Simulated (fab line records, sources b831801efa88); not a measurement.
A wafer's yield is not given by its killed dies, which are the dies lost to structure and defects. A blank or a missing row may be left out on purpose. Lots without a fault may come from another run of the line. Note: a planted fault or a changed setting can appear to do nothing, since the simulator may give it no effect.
fab line records	flow gf180mcu
record lots=15	wafers=45	lastDay=34
route steps=602 shown LVPWELL@61 MVPSD@85 VT_IMPLANT@127
lots with no fault: from the same line, run without faults
startH: start of the lot's first displayed wafer, in hours after the record's first day	waitH: hours since the lot's step before	" repeats the value in the row above	L1.1+2: one row covering several wafers at once	- no value, or no start given	* or withheld: withheld	< > ~ a bound
route shown NAME@n: NAME is a module with steps in the file, n the number in the route of the first one	usual: mean/standard deviation taken from wafers without a fault	same: alike in all rows	chamber/n: place in a boat	sites: the reading at each site	_std_site: the standard deviation of these	_edge_site: mean of outer sites minus mean of inner sites	radiusMm: how far each site lies from the wafer's centre	mask NAME#n: copy n	behind: the tool/chamber that last shaped the wafer	hold: why the lot went on hold/how many hours it stayed there/how the hold came to an end	device: the n, p or np transistor that did not switch	end of line: tests of these same wafers at the route's end	a step with no rows: only its recipe	killed: dies that structure and defects cost at the first sort, which is not the same as the wafer's yield	map: the dies of a wafer, with x for killed, . for not killed, _ for no die there
set.NAME: setting as actually run; set.NAME@STEP: the setting as run at that earlier step	model.NAME: the simulator's own value behind a step, which no gauge read
a sample of lots followed through the steps of the route, with each step as a table and each wafer as a row
services: when a tool's chamber went out of use (startH, in hours from the record's first day, below 0 if earlier), for how many hours, and the reason
## steps
# step GF_LVPWELL_OVL_MEAS_07
# usual LVPWELL_OVL=1.4/1.4
lot.wafer	tool	chamber	startH	waitH	LVPWELL_OVL[nm]
L796.1	overlay-01	-	85.84	-	1.0
L796.3	"	-	"	"	2.1
L796.6	"	-	"	"	0.5
L797.2	overlay-02	-	87.25	-	1.7
L797.4	"	-	"	"	0.5
L797.6	"	-	"	"	2.0
L799.1	overlay-01	-	96.25	-	1.0
L799.4	"	-	"	"	0.4
L799.6	"	-	"	"	0.8
L800.1	overlay-02	-	97.25	-	0.1
L800.2	"	-	"	"	0.8
L800.6	"	-	"	"	1.2
L802.1	overlay-01	-	109.44	-	-1.3
L802.2	"	-	"	"	-1.8
L802.5	"	-	"	"	-1.7
L801.2	overlay-02	-	109.51	-	1.6
L801.3	"	-	"	"	0.8
L801.6	"	-	"	"	0.8
L810.1	overlay-01	-	147.69	-	2.3
L810.5	"	-	"	"	1.8
L810.6	"	-	"	"	2.6
L811.3	overlay-02	-	152.66	-	0.8
L811.5	"	-	"	"	1.8
L811.6	"	-	"	"	3.3
L812.2	overlay-02	-	159.00	-	-0.5
L812.3	"	-	"	"	2.5
L812.5	"	-	"	"	1.6
L813.3	overlay-01	-	163.16	-	3.5
L813.4	"	-	"	"	1.5
L813.5	"	-	"	"	0.4
L814.1	overlay-02	-	168.39	-	3.1
L814.3	"	-	"	"	2.7
L814.5	"	-	"	"	1.2
L815.1	overlay-02	-	173.24	-	1.9
L815.2	"	-	"	"	1.4
L815.5	"	-	"	"	1.8
L816.2	overlay-02	-	180.06	-	2.9
L816.4	"	-	"	"	1.8
L816.6	"	-	"	"	3.8
L817.2	overlay-01	-	185.50	-	0.3
L817.3	"	-	"	"	0.8
L817.4	"	-	"	"	1.8
L818.2	overlay-02	-	189.55	-	1.8
L818.3	"	-	"	"	0.1
L818.6	"	-	"	"	-0.2
# step GF_MVPSD_OVL_MEAS_07
# usual MVPSD_OVL=0.4/1.2
lot.wafer	tool	chamber	startH	waitH	MVPSD_OVL[nm]
L796.1	overlay-02	-	113.89	-	0.9
L796.3	"	-	"	"	0.8
L796.6	"	-	"	"	0.7
L797.2	overlay-02	-	115.34	-	2.0
L797.4	"	-	"	"	1.4
L797.6	"	-	"	"	0.9
L799.1	overlay-01	-	125.74	-	-0.9
L799.4	"	-	"	"	-1.1
L799.6	"	-	"	"	-1.3
L800.1	overlay-01	-	127.19	-	0.6
L800.2	"	-	"	"	2.8
L800.6	"	-	"	"	-0.3
L802.1	overlay-01	-	138.49	-	-0.2
L802.2	"	-	"	"	0.1
L802.5	"	-	"	"	2.3
L801.2	overlay-02	-	138.85	-	0.6
L801.3	"	-	"	"	2.9
L801.6	"	-	"	"	2.2
L810.1	overlay-02	-	179.24	-	0.9
L810.5	"	-	"	"	1.5
L810.6	"	-	"	"	2.5
L811.3	overlay-02	-	185.05	-	0.7
L811.5	"	-	"	"	2.4
L811.6	"	-	"	"	0.4
L812.2	overlay-01	-	192.20	-	0.7
L812.3	"	-	"	"	-0.5
L812.5	"	-	"	"	0.1
L813.3	overlay-01	-	195.50	-	0.3
L813.4	"	-	"	"	1.0
L813.5	"	-	"	"	-0.4
L814.1	overlay-02	-	200.84	-	-0.1
L814.3	"	-	"	"	-0.6
L814.5	"	-	"	"	1.0
L815.1	overlay-02	-	206.89	-	0.0
L815.2	"	-	"	"	2.5
L815.5	"	-	"	"	0.8
L816.2	overlay-02	-	213.95	-	-0.2
L816.4	"	-	"	"	-0.4
L816.6	"	-	"	"	0.5
L817.2	overlay-02	-	219.80	-	3.0
L817.3	"	-	"	"	-0.5
L817.4	"	-	"	"	1.2
L818.2	overlay-02	-	223.70	-	-0.7
L818.3	"	-	"	"	1.2
L818.6	"	-	"	"	0.2
# step GF_VT_IMPLANT_EXPOSE_37
# recipe maskId=Nwell_HV_AREA	targetCdNm=860	na=0.6	sourceShape=conventional	sigmaOuter=0.6	doseMj=140
# usual exposureDoseMJCm2=139.99/0.13	focusOffsetNm=0.0/0.55
lot.wafer	tool	chamber	startH	waitH	mask	exposureDoseMJCm2	focusOffsetNm
L796.1	ilineStepper-01	0	167.52	-	Nwell_HV_AREA#0	140.02	-0.2
L796.3	"	0	"	"	Nwell_HV_AREA#0	139.82	-0.2
L796.6	"	0	"	"	Nwell_HV_AREA#0	139.90	-0.3
L797.2	ilineStepper-02	0	169.69	-	Nwell_HV_AREA#0	139.88	0.7
L797.4	"	0	"	"	Nwell_HV_AREA#0	140.06	0.1
L797.6	"	0	"	"	Nwell_HV_AREA#0	140.03	-0.1
L799.1	ilineStepper-02	0	180.93	-	Nwell_HV_AREA#0	140.11	0.5
L799.4	"	0	"	"	Nwell_HV_AREA#0	140.39	0.1
L799.6	"	0	"	"	Nwell_HV_AREA#0	140.28	0.1
L800.1	ilineStepper-02	-	182.69	-	Nwell_HV_AREA#0	-	-
L800.2	"	-	"	"	Nwell_HV_AREA#0	-	-
L800.6	"	-	"	"	Nwell_HV_AREA#0	-	-
L802.1	ilineStepper-02	-	194.14	-	Nwell_HV_AREA#0	-	-
L802.2	"	-	"	"	Nwell_HV_AREA#0	-	-
L802.5	"	-	"	"	Nwell_HV_AREA#0	-	-
L801.2	ilineStepper-02	-	194.76	-	Nwell_HV_AREA#0	-	-
L801.3	"	-	"	"	Nwell_HV_AREA#0	-	-
L801.6	"	-	"	"	Nwell_HV_AREA#0	-	-
L810.1	ilineStepper-02	0	239.52	-	Nwell_HV_AREA#0	140.15	0.1
L810.5	"	0	"	"	Nwell_HV_AREA#0	140.09	0.5
L810.6	"	0	"	"	Nwell_HV_AREA#0	139.70	0.1
L811.3	ilineStepper-01	0	246.91	-	Nwell_HV_AREA#0	140.22	0.5
L811.5	"	0	"	"	Nwell_HV_AREA#0	139.89	0.6
L811.6	"	0	"	"	Nwell_HV_AREA#0	140.07	-0.3
L812.2	ilineStepper-02	0	254.29	-	Nwell_HV_AREA#0	139.77	0.3
L812.3	"	0	"	"	Nwell_HV_AREA#0	139.98	0.1
L812.5	"	0	"	"	Nwell_HV_AREA#0	140.13	0.4
L813.3	ilineStepper-02	0	257.93	-	Nwell_HV_AREA#0	139.79	-0.1
L813.4	"	0	"	"	Nwell_HV_AREA#0	140.08	0.3
L813.5	"	0	"	"	Nwell_HV_AREA#0	139.94	-0.7
L814.1	ilineStepper-01	0	263.21	-	Nwell_HV_AREA#0	140.21	-0.8
L814.3	"	0	"	"	Nwell_HV_AREA#0	140.19	-0.1
L814.5	"	0	"	"	Nwell_HV_AREA#0	140.05	-0.8
L815.1	ilineStepper-02	0	270.27	-	Nwell_HV_AREA#0	139.79	0.4
L815.2	"	0	"	"	Nwell_HV_AREA#0	140.09	-0.2
L815.5	"	0	"	"	Nwell_HV_AREA#0	139.87	0.0
L816.2	ilineStepper-01	0	278.64	-	Nwell_HV_AREA#0	140.05	0.3
L816.4	"	0	"	"	Nwell_HV_AREA#0	140.04	-0.5
L816.6	"	0	"	"	Nwell_HV_AREA#0	140.18	-0.7
L817.2	ilineStepper-02	0	285.68	-	Nwell_HV_AREA#0	140.17	0.8
L817.3	"	0	"	"	Nwell_HV_AREA#0	140.05	0.0
L817.4	"	0	"	"	Nwell_HV_AREA#0	139.85	0.2
L818.2	ilineStepper-02	0	289.81	-	Nwell_HV_AREA#0	139.94	0.1
L818.3	"	0	"	"	Nwell_HV_AREA#0	140.10	0.7
L818.6	"	0	"	"	Nwell_HV_AREA#0	139.99	0.0
# step GF_VT_IMPLANT_STRIP_42
# recipe chemistry=O2/N2	powerW=1400	pressureMtorr=1500	platenTempC=250	o2FlowSccm=3000	n2FlowSccm=300	overashFraction=0.5
# usual drypumpMotorCurrentA=5.8/0.46	heaterPowerW=308/15	oesProductAu=0.716/0.0046	stripTimeToEndpointS=12.636/0.027
lot.wafer	tool	chamber	startH	waitH	drypumpMotorCurrentA	heaterPowerW	oesProductAu	rfHoursCounterH	stripTimeToEndpointS
L796.1	plasmaAsher-03	1	175.74	0.1	6.2	295	0.710	52	12.647
L796.3	"	0	"	"	6.5	305	0.723	-	12.674
L796.6	"	0	"	"	6.5	300	0.717	-	12.603
L797.2	plasmaAsher-03	1	177.42	0.1	6.1	296	0.721	53	12.631
L797.4	"	0	"	"	6.5	298	0.710	-	12.613
L797.6	"	0	"	"	6.5	305	0.712	-	12.633
L799.1	plasmaAsher-03	1	188.78	0.1	6.2	292	0.713	54	12.570
L799.4	"	0	"	"	6.5	303	0.717	-	12.596
L799.6	"	0	"	"	6.5	304	0.724	-	12.629
L800.1	plasmaAsher-02	1	190.63	0.1	5.3	336	0.716	54	12.611
L800.2	"	0	"	"	5.6	301	0.715	54	12.632
L800.6	"	0	"	"	5.5	299	0.712	-	12.606
L802.1	plasmaAsher-02	1	202.22	0.1	5.3	330	0.717	55	12.642
L802.2	"	0	"	"	5.6	295	0.716	55	12.621
L802.5	"	1	"	"	5.3	337	0.722	-	12.636
L801.2	plasmaAsher-03	0	202.63	0.1	6.5	304	0.716	55	12.642
L801.3	"	1	"	"	6.2	300	0.714	-	12.634
L801.6	"	1	"	"	6.2	293	0.713	-	12.650
L810.1	plasmaAsher-02	1	248.57	0.1	5.3	330	0.722	60	12.672
L810.5	"	0	"	"	5.5	291	0.713	-	12.610
L810.6	"	1	"	"	5.3	333	0.707	-	12.626
L811.3	plasmaAsher-01	1	256.42	0.1	5.7	296	0.714	-	12.623
L811.5	"	0	"	"	5.4	314	0.711	-	12.624
L811.6	"	1	"	"	5.7	299	0.719	-	12.542
L812.2	plasmaAsher-02	1	263.18	0.1	5.3	338	0.708	62	12.664
L812.3	"	0	"	"	5.6	308	0.715	-	12.680
L812.5	"	1	"	"	5.3	336	0.708	-	12.620
L813.3	plasmaAsher-03	1	267.57	0.1	6.2	294	0.721	-	12.648
L813.4	"	0	"	"	6.5	302	0.715	-	12.631
L813.5	"	0	"	"	6.5	298	0.722	-	12.617
L814.1	plasmaAsher-03	1	272.22	0.1	6.1	298	0.718	61	12.622
L814.3	"	1	"	"	6.1	296	0.718	-	12.641
L814.5	"	0	"	"	6.5	297	0.719	-	12.629
L815.1	plasmaAsher-02	0	280.48	0.1	5.5	302	0.714	64	12.643
L815.2	"	1	"	"	5.3	334	0.722	64	12.630
L815.5	"	1	"	"	5.3	331	0.716	-	12.616
L816.2	plasmaAsher-03	0	288.13	0.1	6.5	297	0.710	62	12.689
L816.4	"	0	"	"	6.5	306	0.718	-	12.684
L816.6	"	0	"	"	6.5	304	0.709	-	12.661
L817.2	plasmaAsher-02	1	294.78	0.1	5.3	339	0.716	65	12.646
L817.3	"	0	"	"	5.6	296	0.713	-	12.636
L817.4	"	1	"	"	5.3	335	0.710	-	12.611
L818.2	plasmaAsher-03	0	299.13	0.1	6.5	300	0.719	63	12.639
L818.3	"	0	"	"	6.5	301	0.717	-	12.616
L818.6	"	0	"	"	6.5	299	0.724	-	12.644
## services
tool	chamber	startH	hours	kind
plasmaAsher-03	-	147.72	3.7	repair
ilineStepper-02	-	156.53	4.4	pm
ilineStepper-02	-	163.60	5.5	repair
ilineStepper-01	-	182.57	13.8	repair
ilineStepper-02	0	223.09	-	calibration
plasmaAsher-03	-	227.44	14.6	pm
ilineStepper-02	-	271.71	1.1	repair
ilineStepper-02	-	297.38	1.7	pm
## key
firstSign step=GF_VT_IMPLANT_EXPOSE_37	reading=toolRecord	direction=missing
effect none on later readings
metAt GF_VT_IMPLANT_EXPOSE_37
struckLots L800,L801,L802
laterRowsLeftOut L800.1,L800.2,L800.6,L801.2,L801.3,L801.6,L802.1,L802.2,L802.5
sortLeftOut L800.1,L800.2,L800.6,L801.2,L801.3,L801.6,L802.1,L802.2,L802.5
testerLeftOut L800,L801,L802
notActingAt GF_LVPWELL_OVL_MEAS_07,GF_MVPSD_OVL_MEAS_07,GF_VT_IMPLANT_STRIP_42
onsetBetween 180.93 182.69
fault kind=skippedStepWhole	tool=ilineStepper-02	chamber=-	onsetH=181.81	steps=GF_VT_IMPLANT_EXPOSE_37	scope=struckLotsOnly
# testerLeftOut: of these lots the tester's yield and bins aren't shown, on N5 and GAA mostly nor the transistor test; their killed dies are dies lost to structure and defects alone, not to doping, threshold or leakage, so they don't give the yield
# sortLeftOut: the simulated sort isn't trusted on such a fault, so these wafers' sort isn't shown, and their yield isn't known
# laterRowsLeftOut: the simulator's readings of these wafers behind a module that went badly wrong aren't trusted and aren't shown, but for the sort
